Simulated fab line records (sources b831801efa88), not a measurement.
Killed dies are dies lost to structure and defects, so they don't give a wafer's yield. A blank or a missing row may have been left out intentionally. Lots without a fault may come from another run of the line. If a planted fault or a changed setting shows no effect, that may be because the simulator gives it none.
A struck lot beside a sound one -- flow gf180mcu -- 34 steps out of a route of 602
Sound: wafers L233.1, L233.2, L233.6. Wafers struck: L225.2, L225.3, L225.5. The cause comes at the end.
At each step with rows: each side's tool, then ch and its chambers, then its first start. Under that, the readings that differ: sound wafers -- struck wafers -- difference of the means -- sigmas: that difference in standard deviations of wafers without a fault.
alike: readings with means less than 2 such deviations apart, plus words and numbers identical on both sides. not compared: withheld readings, readings lacking a value on some wafer, bounds such as >300 that could conceal the same value, and numbers that have no deviation in the record and whose values overlap.
The two part at a step that has a row with sigmas, a row that says differs or no value, or rows on one side only. Non-overlapping numbers with no deviation appear without sigmas and do not part them. A reading that every wafer of one side lacks parts them only if that side has two wafers or more.

GF_HV_LDD_STRIP_22: strips in O2/N2.
  sound on plasma-asher-04 ch 0,1, day 16 02:25; struck on plasma-asher-02 ch 0,1, day 13 13:31
  alike: drypump-motor-current-A, heater-power-w, n2-flow-sccm, o2-flow-sccm, oes-product-au, strip-time-to-endpoint-s
  not compared: rf-hours-counter-h
GF_HV_LDD_TW_MEAS_23:
  sound on film-metro-02 at day 16 02:31; struck on film-metro-01 at day 13 13:38
  alike: HV_LDD_2_TW
then, 7 steps without rows for these wafers: GF_HV_LDD_DEHYDRATE_24 (time 60 s); GF_HV_LDD_HMDS_25 (prime time 60 s); GF_HV_LDD_COAT_26 (resist thk 1000 nm); GF_HV_LDD_SOFTBAKE_27 (time 60 s); GF_HV_LDD_EXPOSE_28 (exposes mask Nplus HV AREA, target cd 400 nm); GF_HV_LDD_PEB_29; GF_HV_LDD_DEVELOP_30 (develop time 60 s).
GF_HV_LDD_CD_MEAS_31 targets a cd of 400 nm.
  sound on cd-sem-02 at day 17 00:55; struck on cd-sem-01 at day 14 09:44
  alike: cd-nm
GF_HV_LDD_OVL_MEAS_32:
  sound on overlay-01 at day 17 01:02; struck on overlay-02 at day 14 09:50
  alike: HV_LDD_02_OVL
following that, these wafers have no rows for 1 step: GF_HV_LDD_IMPLANT_33.
GF_HV_LDD_IMPLANT_34:
  sound on implanter-02 ch 0, day 17 01:13; struck on implanter-03 ch 0, day 14 10:02
reading,sound,struck,difference,sigmas
dose-ions-cm2,7.508e+12 7.495e+12 7.505e+12,3.146e+12 3.151e+12 3.135e+12,-4.359e+12,-99 or more
faraday-current-uA,42.8 45.0 42.5,18.0 18.3 17.7,-25.4,-31
then, 2 steps without rows for these wafers: GF_HV_LDD_IMPLANT_35; GF_HV_LDD_IMPLANT_36.
GF_HV_LDD_STRIP_37: strips in O2/N2.
  sound on plasma-asher-01 ch 0,1, day 17 01:40; struck on plasma-asher-01 ch 0, day 14 10:28
  alike: drypump-motor-current-A, heater-power-w, n2-flow-sccm, o2-flow-sccm, oes-product-au, strip-time-to-endpoint-s
  not compared: rf-hours-counter-h
GF_HV_LDD_TW_MEAS_38:
  sound on film-metro-02 at day 17 01:46; struck on film-metro-01 at day 14 10:35
reading,sound,struck,difference,sigmas
HV_LDD_3_TW,1429 1434 1430,1357 1350 1355,-77,-8
then, 7 steps without rows for these wafers: GF_HV_LDD_DEHYDRATE_39 (time 60 s); GF_HV_LDD_HMDS_40 (prime time 60 s); GF_HV_LDD_COAT_41 (resist thk 1000 nm); GF_HV_LDD_SOFTBAKE_42 (time 60 s); GF_HV_LDD_EXPOSE_43 (exposes mask Pplus HV AREA, target cd 400 nm); GF_HV_LDD_PEB_44; GF_HV_LDD_DEVELOP_45 (develop time 60 s).
GF_HV_LDD_CD_MEAS_46 targets a cd of 400 nm.
  sound on cd-sem-01 at day 18 01:07; struck on cd-sem-01 at day 15 07:37
reading,sound,struck,difference,sigmas
cd-nm (nm),404.0 403.5 404.2,399.4 400.2 398.6,-4.5,-2
GF_HV_LDD_OVL_MEAS_47:
  sound on overlay-02 at day 18 01:14; struck on overlay-02 at day 15 07:43
  alike: HV_LDD_03_OVL
following that, these wafers have no rows for 1 step: GF_HV_LDD_IMPLANT_48.
GF_HV_LDD_STRIP_49: strips in O2/N2.
  sound on plasma-asher-01 ch 0,1, day 18 01:25; struck on plasma-asher-02 ch 1, day 15 07:54
reading,sound,struck,difference,sigmas
drypump-motor-current-A (A),5.54 5.86 5.88,5.02 5.02 5.03,-0.74,-3
heater-power-w (W),377 378 396,311 323 307,-70,-3
strip-time-to-endpoint-s (s),12.59 12.64 12.59,12.51 12.53 12.51,-0.09,-2
  alike: n2-flow-sccm, o2-flow-sccm, oes-product-au
  not compared: rf-hours-counter-h
GF_HV_LDD_TW_MEAS_50:
  sound on film-metro-01 at day 18 01:31; struck on film-metro-01 at day 15 08:01
  alike: HV_LDD_4_TW
then, 1 step without rows for these wafers: GF_HV_LDD_CLEAN_51 (cleans in SC1/SC2, time 150 s).
GF_HV_LDD_RTA_52: time 10 s.
  sound on rtp-anneal-01 ch 0, day 18 01:37; struck on rtp-anneal-02 ch 0, day 15 08:07
reading,sound,struck,difference,sigmas
lamp-power-pct (%),32.9 32.9 32.8,35.6 35.6 35.5,+2.7,+2
  alike: wafer_temp_C_max
GF_HV_LDD_RS_MEAS_53: uses a four-point probe to measure.
  sound on film-metro-02 at day 18 01:41; struck on film-metro-02 at day 15 08:11
reading,sound,struck,difference,sigmas
HV_LDD_RS (ohm/sq),418.5 419.4 419.1,429.8 429.6 429.6,+10.7,+12
then, 1 step without rows for these wafers: GF_HV_LDD_CVD_54 (deposits SiO2 from TEOS, target thk 10 nm, time 75 s).
-- the record jumps here: 16 days lie between the struck wafers' starts before and after (it left off in module HV_LDD and takes up again in module PASSIVATION, whose first step shown is number 602 of the route) --
GF_PASSIVATION_PROBE_99:
  record: rows for the struck wafers here (prober-02, day 31 18:10), none for the sound ones

== WHERE THEY PART ==
Last at GF_PASSIVATION_PROBE_99 as far as this record goes, first at GF_HV_LDD_IMPLANT_34.

WHY: what the simulator had put in
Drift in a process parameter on implanter-03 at GF_HV_LDD_IMPLANT_34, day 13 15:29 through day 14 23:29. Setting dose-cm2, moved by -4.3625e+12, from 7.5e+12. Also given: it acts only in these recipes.
